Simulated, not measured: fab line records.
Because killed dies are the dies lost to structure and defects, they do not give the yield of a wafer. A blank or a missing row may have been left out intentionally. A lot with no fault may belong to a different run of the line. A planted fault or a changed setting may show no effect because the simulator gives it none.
What tool caused it? / flow gf180mcu / Sampling: 12 lots, 36 wafers, 6 of 602 route steps

WHAT EACH GAUGE READ, for each wafer
GF_PASSIVATION_THK_MEAS_03.
lot=L075; measured=day 28 11:44; on=film-metro-03; PASSIVATION_CVD_02_THK (nm)=735 723 712
lot=L077; measured=day 28 23:47; on=film-metro-01; PASSIVATION_CVD_02_THK (nm)=717 716 725
lot=L079; measured=day 29 18:10; on=film-metro-02; PASSIVATION_CVD_02_THK (nm)=710 723 729
lot=L081; measured=day 30 14:11; on=film-metro-02; PASSIVATION_CVD_02_THK (nm)=704 708 711
lot=L083; measured=day 30 18:34; on=film-metro-02; PASSIVATION_CVD_02_THK (nm)=704 697 710
lot=L085; measured=day 31 13:26; on=film-metro-01; PASSIVATION_CVD_02_THK (nm)=713 716 721
lot=L087; measured=day 31 23:08; on=film-metro-01; PASSIVATION_CVD_02_THK (nm)=702 711 726
lot=L089; measured=day 32 14:11; on=film-metro-01; PASSIVATION_CVD_02_THK (nm)=692 682 698
lot=L091; measured=day 33 02:05; on=film-metro-02; PASSIVATION_CVD_02_THK (nm)=698 706 702
lot=L093; measured=day 33 09:17; on=film-metro-01; PASSIVATION_CVD_02_THK (nm)=698 704 713
lot=L095; measured=day 33 22:43; on=film-metro-03; PASSIVATION_CVD_02_THK (nm)=710 695 701
lot=L097; measured=day 34 08:51; on=film-metro-01; PASSIVATION_CVD_02_THK (nm)=692 703 696

TOOL THAT RAN EACH LOT (tool first, then ch and the chambers of the sampled wafers, then the start)
lot=L075; GF_SAB_STRIP_13=plasma-asher-04 ch 0,1, day 15 12:23; GF_V2_SPUTTER_22=pvd-sputter-03, day 20 15:24; GF_V3_CVD_23=cvd-w-02 ch 0,1, day 22 18:23; GF_V5_CVD_02=pecvd-02 ch 0,1,2, day 26 15:46; GF_V5_ETCH_17=rie-diel-01 ch 0,1, day 28 11:44 or earlier
lot=L077; GF_SAB_STRIP_13=plasma-asher-04 ch 0,1, day 16 00:06; GF_V2_SPUTTER_22=pvd-sputter-04, day 21 05:40; GF_V3_CVD_23=cvd-w-02 ch 0,1, day 23 08:17; GF_V5_CVD_02=pecvd-04 ch 0,2, day 27 04:47; GF_V5_ETCH_17=rie-diel-01 ch 0,1,2, day 28 23:47 or earlier
lot=L079; GF_SAB_STRIP_13=plasma-asher-04 ch 0,1, day 16 20:20; GF_V2_SPUTTER_22=pvd-sputter-02, day 22 04:09; GF_V3_CVD_23=cvd-w-01 ch 0,1, day 24 06:16; GF_V5_CVD_02=pecvd-03 ch 1,2, day 27 23:37; GF_V5_ETCH_17=rie-diel-04 ch 1,2,3, day 29 18:10 or earlier
lot=L081; GF_SAB_STRIP_13=plasma-asher-04 ch 0,1, day 17 20:43; GF_V2_SPUTTER_22=pvd-sputter-02, day 23 05:40; GF_V3_CVD_23=cvd-w-01 ch 0,1, day 25 06:31; GF_V5_CVD_02=pecvd-02 ch 1,2, day 28 20:58; GF_V5_ETCH_17=rie-diel-04 ch 0,1, day 30 14:11 or earlier
lot=L083; GF_SAB_STRIP_13=plasma-asher-03 ch 0,1, day 18 05:19; GF_V2_SPUTTER_22=pvd-sputter-02, day 23 12:19; GF_V3_CVD_23=cvd-w-01 ch 0,1, day 25 11:27; GF_V5_CVD_02=pecvd-02 ch 0,2, day 29 01:53; GF_V5_ETCH_17=rie-diel-01 ch 0,1,2, day 30 18:34 or earlier
lot=L085; GF_SAB_STRIP_13=plasma-asher-01 ch 0,1, day 19 04:11; GF_V2_SPUTTER_22=pvd-sputter-04, day 24 10:47; GF_V3_CVD_23=cvd-w-01 ch 0,1, day 26 09:00; GF_V5_CVD_02=pecvd-03 ch 0,1,2, day 29 21:50; GF_V5_ETCH_17=rie-diel-01 ch 0,1,2, day 31 13:26 or earlier
lot=L087; GF_SAB_STRIP_13=plasma-asher-04 ch 0,1, day 19 21:58; GF_V2_SPUTTER_22=pvd-sputter-02, day 25 02:04; GF_V3_CVD_23=cvd-w-01 ch 0,1, day 26 22:39; GF_V5_CVD_02=pecvd-02 ch 1,2, day 30 08:52; GF_V5_ETCH_17=rie-diel-01 ch 1,2,3, day 31 23:08 or earlier
lot=L089; GF_SAB_STRIP_13=plasma-asher-01 ch 0,1, day 20 16:52; GF_V2_SPUTTER_22=pvd-sputter-02, day 25 19:36; GF_V3_CVD_23=cvd-w-01 ch 0,1, day 27 15:23; GF_V5_CVD_02=pecvd-03 ch 0,2, day 31 00:04; GF_V5_ETCH_17=rie-diel-04 ch 0,1,2, day 32 14:11 or earlier
lot=L091; GF_SAB_STRIP_13=plasma-asher-04 ch 0,1, day 21 06:15; GF_V2_SPUTTER_22=pvd-sputter-04, day 26 09:00; GF_V3_CVD_23=cvd-w-01 ch 0,1, day 28 04:07; GF_V5_CVD_02=pecvd-04 ch 0,1,2, day 31 12:34; GF_V5_ETCH_17=rie-diel-01 ch 1,2,3, day 33 02:05 or earlier
lot=L093; GF_SAB_STRIP_13=plasma-asher-04 ch 0,1, day 21 22:53; GF_V2_SPUTTER_22=pvd-sputter-02, day 26 20:25; GF_V3_CVD_23=cvd-w-01 ch 0,1, day 28 15:25; GF_V5_CVD_02=pecvd-02 ch 1,2, day 31 20:44; GF_V5_ETCH_17=rie-diel-04 ch 0,2,3, day 33 09:17 or earlier
lot=L095; GF_SAB_STRIP_13=plasma-asher-04 ch 0,1, day 22 12:40; GF_V2_SPUTTER_22=pvd-sputter-04, day 27 11:27; GF_V3_CVD_23=cvd-w-02 ch 0,1, day 29 05:18; GF_V5_CVD_02=pecvd-04 ch 0,1,2, day 32 10:31; GF_V5_ETCH_17=rie-diel-04 ch 1,2,3, day 33 22:43 or earlier
lot=L097; GF_SAB_STRIP_13=plasma-asher-04 ch 0,1, day 23 06:17; GF_V2_SPUTTER_22=pvd-sputter-02, day 28 02:01; GF_V3_CVD_23=cvd-w-01 ch 0,1, day 29 19:13; GF_V5_CVD_02=pecvd-02 ch 0,1, day 32 21:18; GF_V5_ETCH_17=rie-diel-04 ch 0,2,3, day 34 08:51 or earlier
- GF_SAB_STRIP_13: strips in O2/N2.
- GF_V2_SPUTTER_22: material TiN, target thk 10 nm, time 40 s.
- GF_V3_CVD_23: deposits W, target thk 350 nm, time 104.9 s.
- GF_V5_CVD_02: deposits SiO2 from TEOS, target thk 1450 nm, time 163.28 s.
- GF_V5_ETCH_17: etches SiO2 in C4F8/O2/Ar, stops on TiN, target depth 855 nm.

THE ANSWER, worked out from the rows above alone
Rule: usual is defined by the lots themselves. The widest of any qualifying gaps counts: lots, ordered by their means at a reading, are off when they make up no more than a third of the lots, leave a main group of 4 or more, and stand apart from it by 3 or more times the standard deviation of that group's means. If all means in a main group match to the digits the tables above print for the reading, that group is not used. A lot without any number at a reading at which 4 lots or more have one is off too. Where the step has rows for the other lots, those lots are counted as sound.
None of the lots is off at any reading shown; this tells nothing.

WHAT THE SIMULATOR HAD PUT IN
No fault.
